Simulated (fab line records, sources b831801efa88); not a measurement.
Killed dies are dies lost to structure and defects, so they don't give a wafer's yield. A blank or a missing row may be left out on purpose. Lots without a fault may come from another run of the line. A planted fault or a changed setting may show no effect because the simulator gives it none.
fab line records | flow sky130
record lots=12 wafers=36 last_day=50
route steps=708 shown VT_ADJUST_LVTN@117 SONOS_TUNNEL@164 LOCAL_INTERCONNECT@401 CONTACT@407 PAD_OPEN@708
lots that met no fault: from a run of the same line without faults
start_h: hours from the record's first day to the start of the lot's first wafer shown | wait_h: hours since the lot's step before | " the same as in the row above | L1.1+2: a row that stands for several wafers | - no value, or no start given | * or withheld: withheld | < > ~ a bound
route shown NAME@n: a module of which the file shows steps, and the number in the route of the first | usual: mean/standard deviation of fault-free wafers | same: alike in all rows | chamber/n: place in a boat | sites: the reading at each site | _std_site: their standard deviation | _edge_site: outer sites' mean less inner sites' | radius_mm: how far each site lies from the wafer's centre | mask NAME#n: copy n | behind: the tool/chamber that last shaped the wafer | hold: why the lot was held/for how many hours/how that ended | device: the transistor (n, p or np) that didn't switch | end of line: the same wafers' tests at the end of the route | a step without rows: its recipe alone | killed: dies lost to structure and defects at the first sort, not the wafer's yield | map: a wafer's dies, x killed, . not, _ none there
set.NAME: the setting as run; set.NAME@STEP: as run at that earlier step | model.NAME: the simulator's own value behind a step, which no gauge read
steps of the route over a sample of lots; a table a step, a row a wafer
services: from which hour (start_h, from the record's first day; less than 0 if before it) a tool's chamber was out of use, for how many hours, and why
## steps
# step SKY_VT_ADJUST_LVTN_STRIP_20
# recipe chemistry=O2/N2 power_w=1400 pressure_mtorr=1500 platen_temp_c=withheld o2_flow_sccm=3000 n2_flow_sccm=300 overash_fraction=0.5
# usual chamber_pressure_mTorr=1499.9/1.2 drypump_motor_current_A=5.9/0.57 oes_product_au=0.716/0.0047 strip_time_to_endpoint_s=14.18/0.042
# columns lot.wafer tool chamber start_h wait_h chamber_pressure_mTorr drypump_motor_current_A oes_product_au rf_hours_counter_h strip_time_to_endpoint_s
L277.1 plasma_asher-02 0 180.18 0.1 1498.5 6.6 0.716 50 14.11
L277.2 " 1 " " 1501.1 6.1 0.714 50 14.09
L277.5 " 1 " " 1499.1 6.1 0.713 - 14.16
L279.1 plasma_asher-02 1 191.87 0.1 1498.6 6.1 0.717 52 14.23
L279.3 " 0 " " 1501.3 6.6 0.709 - 14.26
L279.6 " 1 " " 1499.4 6.0 0.720 - 14.21
L280.1 plasma_asher-02 0 194.73 0.1 1500.6 6.6 0.723 52 14.22
L280.3 " 0 " " 1498.7 6.6 0.724 - 14.15
L280.6 " 1 " " 1501.0 6.1 0.712 - 14.17
L281.1 plasma_asher-04 1 201.03 0.1 1501.1 5.4 0.710 38 14.11
L281.3 " 0 " " 1496.6 4.7 0.709 - 14.12
L281.5 " 1 " " 1499.6 5.4 0.716 - 14.07
L283.1 plasma_asher-01 1 217.18 0.1 1500.6 5.6 0.717 52 14.16
L283.4 " 0 " " 1500.1 5.8 0.719 - 14.14
L283.6 " 1 " " 1497.6 5.7 0.712 - 14.14
L285.2 plasma_asher-02 1 235.27 0.1 1501.3 6.0 0.717 56 14.21
L285.3 " 0 " " 1500.1 6.6 0.711 - 14.23
L285.5 " 0 " " 1499.1 6.6 0.726 - 14.17
L286.1 plasma_asher-01 0 243.53 0.1 1500.1 5.8 0.709 55 14.19
L286.2 " 1 " " 1501.0 5.7 0.714 55 14.19
L286.3 " 1 " " 1499.3 5.7 0.713 - 14.20
L287.1 plasma_asher-02 1 249.78 0.1 1500.0 6.1 0.717 57 14.11
L287.3 " 1 " " 1499.1 6.1 0.714 - 14.15
L287.4 " 0 " " 1499.8 6.6 0.708 - 14.14
L288.2 plasma_asher-01 1 254.48 0.1 1501.6 5.6 0.709 56 14.25
L288.4 " 1 " " 1499.7 5.6 0.723 - 14.20
L288.5 " 0 " " 1500.1 5.8 0.708 - 14.22
L290.1 plasma_asher-02 0 266.17 0.1 1499.3 6.6 0.719 59 14.16
L290.2 " 1 " " 1498.9 6.0 0.713 59 14.21
L290.3 " 0 " " 1500.7 6.6 0.710 - 14.15
L297.2 plasma_asher-04 0 310.08 0.1 1496.3 4.7 0.719 49 14.15
L297.4 " 1 " " 1500.2 5.4 0.706 - 14.18
L297.6 " 1 " " 1499.9 5.3 0.716 - 14.17
L298.1 plasma_asher-02 1 327.12 0.1 1501.2 6.1 0.714 65 14.09
L298.3 " 0 " " 1496.8 6.6 0.718 - 14.10
L298.4 " 1 " " 1501.6 6.1 0.721 - 14.14
# step SKY_SONOS_TUNNEL_WET_ETCH_10
# recipe chemistry=dHF target_depth_nm=14 target=SiO2 dilution=100:1 temp_c=25 time_s=280
# usual bath_heat_duty_pct=6.3/0.76 run_length_s=308/3.4
# columns lot.wafer tool chamber start_h wait_h bath_heat_duty_pct run_length_s
L277.1 wet_bench-03 2 272.85 0.1 6.3 305
L277.2 " 2 " " 6.5 305
L277.5 " 2 " " 5.6 305
L279.1 wet_bench-03 0 283.94 0.1 7.0 312
L279.3 " 0 " " 7.0 312
L279.6 " 0 " " 7.3 312
L280.1 wet_bench-02 0 287.20 0.1 5.2 313
L280.3 " 0 " " 5.7 313
L280.6 " 0 " " 6.1 313
L281.1 wet_bench-02 3 300.24 0.1 7.0 305
L281.3 " 3 " " 7.1 305
L281.5 " 3 " " 7.2 305
L283.1 wet_bench-03 0 315.20 0.1 7.7 304
L283.4 " 0 " " 6.2 304
L283.6 " 0 " " 7.0 304
L285.2 wet_bench-01 3 336.15 0.1 5.6 308
L285.3 " 3 " " 4.7 308
L285.5 " 3 " " 5.0 308
L286.1 wet_bench-01 3 346.45 0.1 5.4 306
L286.2 " 3 " " 5.2 306
L286.3 " 3 " " 6.3 306
L287.1 wet_bench-02 2 352.89 0.1 - -
L287.3 " 2 " " - -
L287.4 " 2 " " - -
L288.2 wet_bench-01 1 359.30 0.1 - -
L288.4 " 1 " " - -
L288.5 " 1 " " - -
L290.1 wet_bench-01 2 372.25 0.1 6.1 305
L290.2 " 2 " " 6.6 305
L290.3 " 2 " " 6.3 305
L297.2 wet_bench-01 0 422.70 0.1 6.1 308
L297.4 " 0 " " 6.3 308
L297.6 " 0 " " 7.0 308
L298.1 wet_bench-03 1 441.75 0.1 5.6 306
L298.3 " 1 " " 6.6 306
L298.4 " 1 " " 5.5 306
# step SKY_LOCAL_INTERCONNECT_METAL_ETCH_14
# recipe target_depth_nm=110 stop_on=PSG chemistry=Cl2/BCl3 target=TiN resist_sidewall_deg=88 pressure_mtorr=10 icp_w=900 bias_w=48.5 Cl2_flow_sccm=60 bcl3_flow_sccm=30 time_s=31.4
# usual bcl3_flow_sccm=30.00/0.097 bias_w=48.52/0.13 chamber_pressure_mTorr=9.999/0.0091 drypump_motor_current_A=5.8/0.33 oes_product_au=0.940/0.0078 throttle_valve_pct=21.901/0.01
# columns lot.wafer tool chamber start_h wait_h bcl3_flow_sccm bias_w chamber_pressure_mTorr drypump_motor_current_A oes_product_au rf_hours_counter_h throttle_valve_pct
L277.1 rie_metal-03 1 726.40 0.0 29.98 48.32 10.000 5.8 0.935 10 21.900
L277.2 " 0 " " 29.84 48.59 9.980 6.0 0.944 9 21.887
L277.5 " 1 " " 29.99 48.36 10.001 5.8 0.939 - 21.899
L279.1 rie_metal-03 1 737.90 0.0 29.93 48.65 10.000 5.8 0.935 11 21.900
L279.3 " 0 " " 29.98 48.56 10.014 6.0 0.950 - 21.886
L279.6 " 0 " " 29.85 48.44 10.003 6.0 0.939 - 21.901
L280.1 rie_metal-04 1 748.55 0.0 30.13 48.61 9.992 5.4 0.939 2 21.899
L280.3 " 1 " " 30.03 48.50 10.000 5.4 0.948 - 21.880
L280.6 " 0 " " 29.88 48.40 10.023 6.2 0.949 - 21.892
L281.1 rie_metal-04 0 757.90 0.0 29.98 48.44 10.006 6.2 0.937 8 21.918
L281.3 " 1 " " 29.96 48.52 9.977 5.4 0.935 - 21.912
L281.5 " 1 " " 30.13 48.51 10.011 5.4 0.940 - 21.881
L283.1 rie_metal-04 1 778.10 0.0 29.95 48.41 10.004 5.4 0.948 3 21.894
L283.4 " 0 " " 29.97 48.43 10.002 6.2 0.952 - 21.894
L283.6 " 1 " " 29.84 48.39 9.994 5.4 0.935 - 21.913
L285.2 rie_metal-04 0 798.05 0.0 30.08 48.60 9.987 6.2 0.935 9 21.893
L285.3 " 1 " " 30.09 48.54 10.000 5.4 0.936 - 21.906
L285.5 " 0 " " 30.14 48.47 9.988 6.2 0.936 - 21.901
L286.1 rie_metal-04 1 808.35 0.0 30.03 48.88 9.996 5.4 0.937 4 21.889
L286.2 " 0 " " 29.89 48.52 9.994 6.2 0.934 10 21.915
L286.3 " 0 " " 29.97 48.44 9.989 6.2 0.942 - 21.901
L290.1 rie_metal-02 1 827.65 0.0 29.99 48.69 10.005 5.3 0.940 15 21.910
L290.2 " 0 " " 29.89 48.38 10.010 6.1 0.939 8 21.916
L290.3 " 1 " " 30.02 48.25 10.003 5.3 0.939 - 21.891
L297.2 rie_metal-02 1 872.81 0.0 29.78 48.35 10.004 5.3 0.948 16 21.873
L297.4 " 0 " " 30.16 48.52 10.008 6.1 0.949 - 21.890
L297.6 " 0 " " 29.94 48.35 9.991 6.1 0.941 - 21.894
L298.1 rie_metal-03 0 888.21 0.0 29.99 48.33 9.979 6.0 0.942 15 21.902
L298.3 " 1 " " 29.94 48.36 9.997 5.7 0.936 - 21.908
L298.4 " 0 " " 29.85 48.39 10.003 5.9 0.939 - 21.887
# step SKY_CONTACT_THK_MEAS_01
# recipe reads=Si3N4_of_CONTACT_CVD_00
# usual CONTACT_CVD_00_THK=75.1/1.1
# columns lot.wafer tool chamber start_h wait_h CONTACT_CVD_00_THK[nm]
L277.1 film_metro-01 - 727.42 - 75.6
L277.2 " - " " 73.3
L277.5 " - " " 73.9
L279.1 film_metro-01 - 738.58 - 75.1
L279.3 " - " " 75.3
L279.6 " - " " 76.3
L280.1 film_metro-02 - 749.27 - 74.3
L280.3 " - " " 74.9
L280.6 " - " " 75.6
L281.1 film_metro-04 - 758.58 - 75.6
L281.3 " - " " 74.7
L281.5 " - " " 75.9
L283.1 film_metro-04 - 778.81 - 74.9
L283.4 " - " " 74.2
L283.6 " - " " 75.3
L285.2 film_metro-02 - 798.74 - 73.6
L285.3 " - " " 73.5
L285.5 " - " " 75.6
L286.1 film_metro-04 - 809.03 - 75.0
L286.2 " - " " 74.3
L286.3 " - " " 74.5
L290.1 film_metro-02 - 828.37 - 74.8
L290.2 " - " " 73.2
L290.3 " - " " 73.8
L297.2 film_metro-04 - 873.50 - 74.8
L297.4 " - " " 76.3
L297.6 " - " " 76.4
L298.1 film_metro-02 - 889.04 - 74.9
L298.3 " - " " 74.8
L298.4 " - " " 75.6
# step SKY_PAD_OPEN_PROBE_99
# usual killed_at_M0_to_M3=42/7.6 killed_at_M4_up=2.9/1.7 killed_at_contacts=24/5.1 killed_at_front_end=15/4 killed_at_other=0.2/0.38 killed_dies=84/9.9 killed_on_rim=16/4 killed_open=46/7.2 killed_short=38/6.6
# same gross_dies=492 killed_at_back_side=0
# columns lot.wafer tool chamber start_h wait_h hold killed_at_M0_to_M3 killed_at_M4_up killed_at_contacts killed_at_front_end killed_at_other killed_dies killed_on_rim killed_open killed_short
L277.1 prober-02 - 1091.66 0.1 - 40 1 25 15 0 81 10 43 38
L277.2 prober-02 - 1091.71 0.1 - 44 3 27 19 0 93 18 46 47
L277.5 prober-02 - 1091.86 0.2 - 45 4 19 21 0 89 21 45 44
L279.1 prober-02 - 1101.99 0.1 - 37 5 30 13 0 85 11 47 38
L279.3 prober-02 - 1102.09 0.2 - 30 2 32 17 0 81 10 47 34
L279.6 prober-02 - 1102.24 0.2 - 32 0 24 23 1 80 16 41 39
L280.1 prober-01 - 1106.79 0.1 - 48 3 19 11 0 81 12 46 35
L280.3 prober-01 - 1106.89 0.2 - 47 5 15 21 0 88 13 40 48
L280.6 prober-01 - 1107.04 0.2 - 36 2 27 12 0 77 19 40 37
L281.1 prober-02 - 1116.34 0.1 - 25 3 33 10 0 71 13 40 31
L281.3 prober-02 - 1116.44 0.2 - 37 2 32 19 0 90 20 49 41
L281.5 prober-02 - 1116.54 0.2 - 46 1 30 18 0 95 23 53 42
L283.1 prober-02 - 1131.06 0.1 - 28 2 18 13 0 61 11 25 36
L283.4 prober-02 - 1131.21 0.2 - 32 2 18 18 0 70 21 36 34
L283.6 prober-02 - 1131.31 0.2 - 37 5 15 13 1 71 15 32 39
L285.2 prober-02 - 1141.96 0.1 - 50 3 37 13 0 103 18 58 45
L285.3 prober-02 - 1142.01 0.2 - 30 1 24 10 0 65 14 40 25
L285.5 prober-02 - 1142.11 0.2 - 50 4 23 12 0 89 17 60 29
L286.1 prober-01 - 1153.26 0.1 - 40 1 32 11 0 84 21 45 39
L286.2 prober-01 - 1153.31 0.1 - 44 4 23 14 1 86 11 46 40
L286.3 prober-01 - 1153.36 0.2 - 37 2 31 18 0 88 13 48 40
L287.1 prober-02 - 1155.95 0.1 await_dispo/1.1h/scrap 58 7 27 400 0 492 96 65 49
L287.3 prober-02 - 1156.05 0.2 await_dispo/1.1h/scrap 30 4 24 434 0 492 96 35 35
L287.4 prober-02 - 1156.10 0.2 await_dispo/1.1h/scrap 32 1 21 438 0 492 96 47 26
L288.2 prober-01 - 1156.75 0.1 await_dispo/1.0h/scrap 34 1 25 431 1 492 96 40 36
L288.4 prober-01 - 1156.85 0.2 await_dispo/1.0h/scrap 43 5 29 415 0 492 96 52 41
L288.5 prober-01 - 1156.90 0.2 await_dispo/1.0h/scrap 34 2 27 429 0 492 96 40 38
L290.1 prober-01 - 1165.40 0.1 - 42 4 16 15 0 77 16 44 33
L290.2 prober-01 - 1165.45 0.1 - 33 3 23 17 0 76 8 37 39
L290.3 prober-01 - 1165.50 0.2 - 47 4 25 20 0 96 21 48 48
L297.2 prober-02 - 1196.37 0.1 - 40 3 27 10 0 80 15 43 37
L297.4 prober-02 - 1196.47 0.2 - 43 1 24 14 0 82 10 42 40
L297.6 prober-02 - 1196.57 0.2 - 42 3 30 15 0 90 16 45 45
L298.1 prober-01 - 1203.86 0.1 - 49 2 27 7 1 86 19 60 26
L298.3 prober-01 - 1203.96 0.2 - 43 3 29 11 0 86 15 50 36
L298.4 prober-01 - 1204.01 0.2 - 36 3 30 16 0 85 12 52 33
# killed by level:class
L277.1 LI_CONTACT:geometric_particle:open=11 VIA1:geometric_particle:open=7 VIA1:geometric_particle:short=6 POLY_GATE:geometric_particle:short=5 VIA2:geometric_particle:open=5 METAL3:geometric_particle:short=5 LOCAL_INTERCONNECT:geometric_particle:short=4 VIA2:geometric_particle:short=4
L277.2 VIA3:geometric_particle:open=11 FIELD_ISO:geometric_particle:short=8 LOCAL_INTERCONNECT:geometric_particle:short=7 VIA1:geometric_particle:open=7 LI_CONTACT:geometric_particle:open=6 CONTACT:geometric_particle:short=5 CONTACT:geometric_particle:open=5 VIA1:geometric_particle:short=5
L277.5 METAL1:geometric_particle:short=9 LI_CONTACT:geometric_particle:open=8 VIA1:geometric_particle:open=8 FIELD_ISO:geometric_particle:short=7 VIA2:geometric_particle:short=6 FIELD_ISO:geometric_particle:open=4 CONTACT:geometric_particle:open=4 LOCAL_INTERCONNECT:geometric_particle:short=4
L279.1 LI_CONTACT:geometric_particle:open=12 CONTACT:geometric_particle:open=8 VIA1:geometric_particle:short=7 VIA2:geometric_particle:open=6 VIA1:geometric_particle:open=5 VIA3:geometric_particle:open=5 FIELD_ISO:geometric_particle:open=4 POLY_GATE:geometric_particle:short=4
L279.3 CONTACT:geometric_particle:open=20 METAL2:geometric_particle:short=7 LI_CONTACT:geometric_particle:open=5 FIELD_ISO:geometric_particle:open=4 FIELD_ISO:geometric_particle:short=4 POLY_GATE:geometric_particle:short=4 CONTACT:geometric_particle:short=4 VIA1:geometric_particle:open=4
L279.6 CONTACT:geometric_particle:open=8 VIA3:geometric_particle:open=7 FIELD_ISO:geometric_particle:short=6 POLY_GATE:geometric_particle:short=5 POLY_GATE:geometric_particle:open=5 LI_CONTACT:geometric_particle:short=5 FIELD_ISO:geometric_particle:open=4 CONTACT:geometric_particle:short=4
L280.1 VIA1:geometric_particle:short=9 VIA2:geometric_particle:open=8 LI_CONTACT:geometric_particle:open=8 VIA1:geometric_particle:open=8 VIA3:geometric_particle:open=7 METAL1:geometric_particle:short=6 CONTACT:geometric_particle:open=5 CONTACT:geometric_particle:short=5
L280.3 FIELD_ISO:geometric_particle:short=8 VIA3:geometric_particle:short=8 METAL1:geometric_particle:short=7 LI_CONTACT:geometric_particle:open=6 VIA1:geometric_particle:open=6 VIA2:geometric_particle:open=6 METAL2:geometric_particle:short=5 METAL4:geometric_particle:short=5
L280.6 CONTACT:geometric_particle:open=8 LI_CONTACT:geometric_particle:open=7 VIA1:geometric_particle:open=7 VIA1:geometric_particle:short=6 VIA2:geometric_particle:open=6 CONTACT:geometric_particle:short=5 VIA3:geometric_particle:open=5 POLY_GATE:geometric_particle:short=4
L281.1 LI_CONTACT:geometric_particle:open=12 CONTACT:geometric_particle:open=9 VIA2:geometric_particle:open=6 FIELD_ISO:geometric_particle:short=5 VIA3:geometric_particle:open=5 POLY_GATE:geometric_particle:short=4 LI_CONTACT:geometric_particle:short=3 LOCAL_INTERCONNECT:geometric_particle:short=3
L281.3 LI_CONTACT:geometric_particle:open=11 FIELD_ISO:geometric_particle:short=9 VIA1:geometric_particle:open=9 CONTACT:geometric_particle:open=7 CONTACT:geometric_particle:short=6 METAL2:geometric_particle:short=5 VIA3:geometric_particle:open=5 LOCAL_INTERCONNECT:geometric_particle:short=4
L281.5 VIA1:geometric_particle:open=14 CONTACT:geometric_particle:open=11 POLY_GATE:geometric_particle:open=8 LI_CONTACT:geometric_particle:open=8 METAL2:geometric_particle:short=8 METAL1:geometric_particle:short=7 CONTACT:geometric_particle:short=6 VIA3:geometric_particle:open=5
L283.1 CONTACT:geometric_particle:open=8 POLY_GATE:geometric_particle:short=6 VIA1:geometric_particle:open=6 METAL2:geometric_particle:short=6 LOCAL_INTERCONNECT:geometric_particle:short=5 CONTACT:geometric_particle:short=4 VIA1:geometric_particle:short=4 METAL1:geometric_particle:short=3
L283.4 VIA1:geometric_particle:short=9 VIA1:geometric_particle:open=7 FIELD_ISO:geometric_particle:open=5 LOCAL_INTERCONNECT:geometric_particle:short=5 CONTACT:geometric_particle:open=5 POLY_GATE:geometric_particle:open=4 LI_CONTACT:geometric_particle:open=4 METAL1:geometric_particle:short=4
L283.6 VIA1:geometric_particle:open=7 CONTACT:geometric_particle:open=5 POLY_GATE:geometric_particle:short=4 VIA1:geometric_particle:short=4 VIA2:geometric_particle:open=4 METAL2:geometric_particle:short=4 METAL4:geometric_particle:short=4 FIELD_ISO:geometric_particle:short=3
L285.2 CONTACT:geometric_particle:open=18 VIA2:geometric_particle:open=10 LI_CONTACT:geometric_particle:open=8 VIA1:geometric_particle:open=8 VIA1:geometric_particle:short=8 METAL2:geometric_particle:short=7 METAL1:geometric_particle:short=6 LI_CONTACT:geometric_particle:short=4
L285.3 CONTACT:geometric_particle:open=9 VIA1:geometric_particle:open=8 LI_CONTACT:geometric_particle:open=5 VIA3:geometric_particle:open=5 POLY_GATE:geometric_particle:short=4 CONTACT:geometric_particle:short=4 LOCAL_INTERCONNECT:geometric_particle:short=3 METAL1:geometric_particle:short=3
L285.5 VIA1:geometric_particle:open=13 CONTACT:geometric_particle:open=9 VIA2:geometric_particle:open=8 VIA3:geometric_particle:open=8 POLY_GATE:geometric_particle:open=6 LI_CONTACT:geometric_particle:open=5 CONTACT:geometric_particle:short=5 METAL1:geometric_particle:short=5
L286.1 VIA1:geometric_particle:open=12 CONTACT:geometric_particle:open=12 LOCAL_INTERCONNECT:geometric_particle:short=6 CONTACT:geometric_particle:short=6 METAL2:geometric_particle:short=6 LI_CONTACT:geometric_particle:open=5 VIA3:geometric_particle:open=4 VIA1:geometric_particle:short=4
L286.2 VIA2:geometric_particle:open=10 METAL2:geometric_particle:short=9 VIA1:geometric_particle:open=7 CONTACT:geometric_particle:open=6 METAL3:geometric_particle:short=5 FIELD_ISO:geometric_particle:short=4 LI_CONTACT:geometric_particle:short=4 LOCAL_INTERCONNECT:geometric_particle:short=4
L286.3 LI_CONTACT:geometric_particle:open=12 VIA1:geometric_particle:open=8 CONTACT:geometric_particle:open=6 CONTACT:geometric_particle:short=6 VIA3:geometric_particle:open=6 VIA3:geometric_particle:short=6 METAL2:geometric_particle:short=5 FIELD_ISO:geometric_particle:open=4
L287.1 SONOS_TUNNEL:area_etch=378 VIA1:geometric_particle:open=12 CONTACT:geometric_particle:open=11 VIA2:geometric_particle:open=10 VIA3:geometric_particle:open=10 LI_CONTACT:geometric_particle:open=6 POLY_GATE:geometric_particle:short=5 CONTACT:geometric_particle:short=5
L287.3 SONOS_TUNNEL:area_etch=422 VIA1:geometric_particle:open=10 CONTACT:geometric_particle:short=8 CONTACT:geometric_particle:open=8 VIA3:geometric_particle:open=5 POLY_GATE:geometric_particle:short=4 METAL2:geometric_particle:short=4 METAL4:geometric_particle:short=4
L287.4 SONOS_TUNNEL:area_etch=419 CONTACT:geometric_particle:open=10 VIA1:geometric_particle:open=10 FIELD_ISO:geometric_particle:open=5 METAL1:geometric_particle:short=5 VIA3:geometric_particle:open=5 LI_CONTACT:geometric_particle:open=4 LOCAL_INTERCONNECT:geometric_particle:short=4
L288.2 SONOS_TUNNEL:area_etch=416 CONTACT:geometric_particle:open=8 FIELD_ISO:geometric_particle:short=6 LI_CONTACT:geometric_particle:open=6 VIA1:geometric_particle:open=6 METAL1:geometric_particle:short=5 FIELD_ISO:geometric_particle:open=4 LOCAL_INTERCONNECT:geometric_particle:open=4
L288.4 SONOS_TUNNEL:area_etch=399 CONTACT:geometric_particle:open=12 VIA2:geometric_particle:open=10 VIA1:geometric_particle:open=8 LI_CONTACT:geometric_particle:open=6 FIELD_ISO:geometric_particle:short=5 CONTACT:geometric_particle:short=5 LI_CONTACT:geometric_particle:short=5
L288.5 SONOS_TUNNEL:area_etch=414 CONTACT:geometric_particle:short=10 VIA2:geometric_particle:open=9 CONTACT:geometric_particle:open=6 VIA1:geometric_particle:open=6 FIELD_ISO:geometric_particle:short=5 LI_CONTACT:geometric_particle:open=5 LI_CONTACT:geometric_particle:short=5
L290.1 VIA2:geometric_particle:open=13 VIA1:geometric_particle:open=12 FIELD_ISO:geometric_particle:open=6 CONTACT:geometric_particle:short=6 CONTACT:geometric_particle:open=4 METAL2:geometric_particle:short=4 VIA2:geometric_particle:short=4 FIELD_ISO:geometric_particle:short=3
L290.2 CONTACT:geometric_particle:short=9 VIA1:geometric_particle:open=8 CONTACT:geometric_particle:open=6 METAL1:geometric_particle:short=5 POLY_GATE:geometric_particle:short=4 LI_CONTACT:geometric_particle:open=4 METAL1:geometric_particle:open=4 SPACER:geometric_particle:open=3
L290.3 VIA1:geometric_particle:open=11 METAL1:geometric_particle:short=9 LI_CONTACT:geometric_particle:open=8 POLY_GATE:geometric_particle:short=7 VIA2:geometric_particle:open=7 LOCAL_INTERCONNECT:geometric_particle:short=6 CONTACT:geometric_particle:open=6 METAL3:geometric_particle:short=6
L297.2 VIA1:geometric_particle:open=12 CONTACT:geometric_particle:short=8 METAL1:geometric_particle:short=7 CONTACT:geometric_particle:open=6 LI_CONTACT:geometric_particle:open=5 VIA2:geometric_particle:open=5 VIA3:geometric_particle:open=5 FIELD_ISO:geometric_particle:open=4
L297.4 CONTACT:geometric_particle:open=9 LOCAL_INTERCONNECT:geometric_particle:short=7 VIA2:geometric_particle:open=7 VIA1:geometric_particle:open=6 VIA3:geometric_particle:open=6 METAL1:geometric_particle:short=5 VIA3:geometric_particle:short=5 METAL2:geometric_particle:short=4
L297.6 VIA1:geometric_particle:open=10 CONTACT:geometric_particle:short=9 CONTACT:geometric_particle:open=8 METAL1:geometric_particle:short=7 LI_CONTACT:geometric_particle:open=6 LOCAL_INTERCONNECT:geometric_particle:short=5 METAL2:geometric_particle:short=5 VIA3:geometric_particle:open=5
L298.1 VIA2:geometric_particle:open=15 LI_CONTACT:geometric_particle:open=11 CONTACT:geometric_particle:open=10 VIA1:geometric_particle:open=10 LOCAL_INTERCONNECT:geometric_particle:short=4 VIA1:geometric_particle:short=4 VIA3:geometric_particle:open=4 METAL1:geometric_particle:short=3
L298.3 VIA1:geometric_particle:open=10 CONTACT:geometric_particle:open=10 LI_CONTACT:geometric_particle:open=8 POLY_GATE:geometric_particle:open=5 VIA2:geometric_particle:open=5 VIA3:geometric_particle:open=5 METAL2:geometric_particle:short=5 CONTACT:geometric_particle:short=4
L298.4 LI_CONTACT:geometric_particle:open=11 CONTACT:geometric_particle:open=10 VIA3:geometric_particle:open=7 POLY_GATE:geometric_particle:open=6 VIA2:geometric_particle:open=6 METAL1:geometric_particle:short=5 VIA1:geometric_particle:open=5 FIELD_ISO:geometric_particle:short=4
## services
# columns tool chamber start_h hours kind
plasma_asher-01 - 178.17 14.6 pm
wet_bench-03 - 207.02 1.9 pm
rie_metal-03 - 207.93 15.6 pm
plasma_asher-02 - 213.26 2.0 repair
plasma_asher-01 - 245.51 0.6 repair
rie_metal-03 - 419.60 2.8 pm
plasma_asher-02 - 421.25 9.0 pm
plasma_asher-02 - 450.82 4.3 repair
rie_metal-03 - 456.27 1.4 pm
plasma_asher-01 - 484.61 20.1 repair
plasma_asher-01 - 501.51 0.4 repair
rie_metal-03 - 510.95 0.2 repair
plasma_asher-02 - 514.31 11.1 repair
plasma_asher-01 - 517.17 1.8 repair
rie_metal-04 - 543.01 1.4 pm
wet_bench-02 - 580.79 3.1 repair
rie_metal-04 1 676.84 10.0 repair
plasma_asher-02 - 686.47 2.8 pm
rie_metal-04 1 687.38 2.9 repair
rie_metal-04 - 723.48 15.6 pm
plasma_asher-01 - 733.75 9.0 pm
rie_metal-04 - 745.57 2.8 pm
rie_metal-03 - 791.15 1.8 repair
plasma_asher-02 - 885.60 4.2 repair
## key
first_sign step=SKY_SONOS_TUNNEL_WET_ETCH_10 reading=tool_record direction=missing
effect step=SKY_PAD_OPEN_PROBE_99 reading=killed_at_front_end direction=up sigmas=99+ usual=15 struck=424
more_kills_born_at SKY_SONOS_TUNNEL_WET_ETCH_10@wet_bench-01=1229 SKY_SONOS_TUNNEL_WET_ETCH_10@wet_bench-02=1219
met_at SKY_SONOS_TUNNEL_WET_ETCH_10
struck_lots L287,L288
later_rows_left_out L287.1,L287.3,L287.4,L288.2,L288.4,L288.5
tester_left_out L287,L288
not_acting_at SKY_VT_ADJUST_LVTN_STRIP_20,SKY_LOCAL_INTERCONNECT_METAL_ETCH_14,SKY_CONTACT_THK_MEAS_01
onset_between 346.45 352.89
fault kind=skipped_step_whole tool=wet_bench-01,wet_bench-02 chamber=- onset_h=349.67 steps=SKY_SONOS_TUNNEL_WET_ETCH_10 scope=struck_lots_only
# tester_left_out: of these lots the tester's yield and bins aren't shown, on N5 and GAA mostly nor the transistor test; their killed dies are dies lost to structure and defects alone, not to doping, threshold or leakage, so they don't give the yield
# later_rows_left_out: the simulator's readings of these wafers behind a module that went badly wrong aren't trusted and aren't shown, but for the sort
